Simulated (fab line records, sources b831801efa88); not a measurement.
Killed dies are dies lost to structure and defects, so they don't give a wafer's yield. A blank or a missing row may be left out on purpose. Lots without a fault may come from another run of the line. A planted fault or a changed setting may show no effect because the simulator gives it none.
Which tool did it? | flow gf180mcu | 13 lots, 39 wafers sampled, at 5 steps of a route of 602

WHAT THE GAUGES READ, wafer by wafer
GF_HV_LDD_CD_MEAS_46: target cd 400 nm.
lot  | measured     | on        | cd_nm (nm)
L436 | day 12 09:53 | cd_sem-01 | 398.5 399.2 400.8
L437 | day 12 19:07 | cd_sem-01 | 402.8 404.7 402.5
L439 | day 13 11:01 | cd_sem-02 | 399.7 400.9 400.5
L442 | day 14 06:01 | cd_sem-02 | 395.6 396.5 397.3
L448 | day 16 08:53 | cd_sem-01 | 399.6 397.7 399.4
L449 | day 16 16:38 | cd_sem-02 | 397.7 400.2 401.6
L450 | day 17 02:21 | cd_sem-02 | 399.3 401.9 397.9
L451 | day 17 08:01 | cd_sem-02 | 406.3 404.2 405.7
L454 | day 18 06:55 | cd_sem-01 | 398.2 400.9 399.5
L455 | day 18 18:09 | cd_sem-01 | 402.5 402.9 401.7
L456 | day 18 22:19 | cd_sem-01 | 400.9 399.3 402.1
L458 | day 19 17:14 | cd_sem-02 | 395.0 394.3 395.7
L459 | day 20 07:41 | cd_sem-01 | 402.8 401.7 402.4

GF_V3_THK_MEAS_01.
lot  | measured     | on            | V3_CVD_00_THK (nm)
L436 | day 21 08:50 | film_metro-03 | 613 606 610
L437 | day 21 19:42 | film_metro-01 | 598 601 593
L439 | day 22 14:50 | film_metro-01 | 604 603 609
L442 | day 23 13:02 | film_metro-02 | 601 601 600
L448 | day 25 15:41 | film_metro-03 | 614 593 593
L449 | day 25 23:55 | film_metro-01 | 591 593 904
L450 | day 26 09:46 | film_metro-03 | 902 604 598
L451 | day 26 12:46 | film_metro-02 | 899 604 898
L454 | day 27 10:38 | film_metro-02 | 605 602 600
L455 | day 28 01:09 | film_metro-02 | 600 595 591
L456 | day 28 04:03 | film_metro-03 | 590 607 599
L458 | day 28 15:02 | film_metro-02 | 590 603 608
L459 | day 29 02:09 | film_metro-03 | 603 608 597

WHICH TOOL RAN EACH LOT (tool, then ch and the chambers of the sampled wafers, then the start)
lot  | GF_SALICIDE_SPUTTER_02       | GF_SALICIDE_SPUTTER_03       | GF_V3_CVD_00
L436 | pvd_sputter-03, day 15 02:27 | pvd_sputter-03, day 15 02:29 | hdpcvd-02 ch 0,1,2, day 21 08:46
L437 | pvd_sputter-01, day 15 12:59 | pvd_sputter-01, day 15 13:01 | hdpcvd-01 ch 0,2, day 21 19:37
L439 | pvd_sputter-01, day 16 07:20 | pvd_sputter-01, day 16 07:22 | hdpcvd-02 ch 0,1, day 22 14:46
L442 | pvd_sputter-04, day 17 03:34 | pvd_sputter-04, day 17 03:35 | hdpcvd-02 ch 0,2, day 23 12:58
L448 | pvd_sputter-01, day 19 12:33 | pvd_sputter-01, day 19 12:35 | hdpcvd-01 ch 0,1,2, day 25 15:37
L449 | pvd_sputter-03, day 19 19:44 | pvd_sputter-03, day 19 19:46 | hdpcvd-01 ch 0,1,2, day 25 23:50
L450 | pvd_sputter-01, day 20 07:53 | pvd_sputter-01, day 20 07:55 | hdpcvd-01 ch 0,1,2, day 26 09:41
L451 | pvd_sputter-03, day 20 13:35 | pvd_sputter-03, day 20 13:36 | hdpcvd-01 ch 0,2, day 26 12:41
L454 | pvd_sputter-01, day 21 14:51 | pvd_sputter-01, day 21 14:53 | hdpcvd-02 ch 0,2, day 27 10:24
L455 | pvd_sputter-03, day 22 04:48 | pvd_sputter-03, day 22 04:50 | hdpcvd-02 ch 1,2, day 28 01:04
L456 | pvd_sputter-04, day 22 09:30 | pvd_sputter-04, day 22 09:32 | hdpcvd-02 ch 0,1,2, day 28 03:59
L458 | pvd_sputter-04, day 22 20:37 | pvd_sputter-04, day 22 20:38 | hdpcvd-02 ch 0,1,2, day 28 14:58
L459 | pvd_sputter-03, day 23 12:17 | pvd_sputter-03, day 23 12:19 | hdpcvd-02 ch 1,2, day 29 02:04
- GF_SALICIDE_SPUTTER_02: material Co, target thk 10 nm, time 20 s.
- GF_SALICIDE_SPUTTER_03: material TiN, target thk 20 nm, time 16.7 s.
- GF_V3_CVD_00: deposits SiO2, target thk 600 nm, time 100 s.

WHAT THE TOOLS THEMSELVES READ (means of the sampled wafers that have a number; where no wafer has one, the mark that the record gives instead)
GF_SALICIDE_SPUTTER_02.
lot  | tool           | throttle_valve_pct (%)
L436 | pvd_sputter-03 | 30.8
L437 | pvd_sputter-01 | 29.6
L439 | pvd_sputter-01 | 30.1
L442 | pvd_sputter-04 | 29.4
L448 | pvd_sputter-01 | 31.3
L449 | pvd_sputter-03 | 31.5
L450 | pvd_sputter-01 | 30.0
L451 | pvd_sputter-03 | 31.6
L454 | pvd_sputter-01 | 28.8
L455 | pvd_sputter-03 | 31.3
L456 | pvd_sputter-04 | 29.7
L458 | pvd_sputter-04 | 29.7
L459 | pvd_sputter-03 | 31.3

GF_SALICIDE_SPUTTER_03.
lot  | tool           | throttle_valve_pct (%)
L436 | pvd_sputter-03 | 30.9
L437 | pvd_sputter-01 | 29.9
L439 | pvd_sputter-01 | 30.4
L442 | pvd_sputter-04 | 29.5
L448 | pvd_sputter-01 | 31.2
L449 | pvd_sputter-03 | 31.3
L450 | pvd_sputter-01 | 30.0
L451 | pvd_sputter-03 | 31.6
L454 | pvd_sputter-01 | 28.9
L455 | pvd_sputter-03 | 31.3
L456 | pvd_sputter-04 | 29.7
L458 | pvd_sputter-04 | 29.8
L459 | pvd_sputter-03 | 31.2

GF_V3_CVD_00.
lot  | tool      | sih4_flow_sccm (sccm)
L436 | hdpcvd-02 | 59.98
L437 | hdpcvd-01 | 60.04
L439 | hdpcvd-02 | 60.09
L442 | hdpcvd-02 | 60.02
L448 | hdpcvd-01 | 59.86
L449 | hdpcvd-01 | 70.17
L450 | hdpcvd-01 | 70.05
L451 | hdpcvd-01 | 80.16
L454 | hdpcvd-02 | 59.99
L455 | hdpcvd-02 | 60.04
L456 | hdpcvd-02 | 60.13
L458 | hdpcvd-02 | 60.11
L459 | hdpcvd-02 | 59.90

THE ANSWER, worked out from the rows above alone
Rule: what is usual is taken from the lots themselves. Put in order of their means at a reading, lots are off if they are a third of the lots or fewer, leave a main group of 4 or more, and stand apart from it by a gap of 3 or more times the standard deviation of the main group's means; of several such gaps the widest counts. A main group whose means are all the same, to the digits that the tables above print for the reading, isn't used. A lot without any number at a reading at which 4 lots or more have one is off too. The other lots that the step has rows for count as sound. The gauges are gone through in route order, then the tools' own readings, and for those a lot's mean is taken as printed above. The first step at which some lot is off is used, and at that step the reading that is off furthest; a lot without a number counts as furthest.
Off: L449, L450, L451, at GF_V3_THK_MEAS_01 (V3_CVD_00_THK). The main group: mean 601 nm, standard deviation 3.9.
A tool fits if, at a process step before that reading, it ran every lot that is off, and no sound lot after the first of them. The gauges at GF_V3_THK_MEAS_01 aren't tried: what is off there is off at GF_V3_CVD_00 too, on other tools, and a gauge's error can't cause that. One fits: hdpcvd-01 at GF_V3_CVD_00. Its last sound lot is L448 (day 25 15:37), its first lot that is off L449 (day 25 23:50): a fault that began between those two fits.
The tool's own readings at GF_V3_CVD_00 bear it out: on the lots that are off they differ by more than 5 times the standard deviation of the sound lots' means. sih4_flow_sccm reads 73.46 sccm there against 60.02 sccm on the sound lots.

WHAT THE SIMULATOR HAD PUT IN
Process parameter drift: hdpcvd-01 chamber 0, from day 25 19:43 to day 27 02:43, at GF_V3_CVD_00. Setting sih4_flow_sccm, moved by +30, from 60. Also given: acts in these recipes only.
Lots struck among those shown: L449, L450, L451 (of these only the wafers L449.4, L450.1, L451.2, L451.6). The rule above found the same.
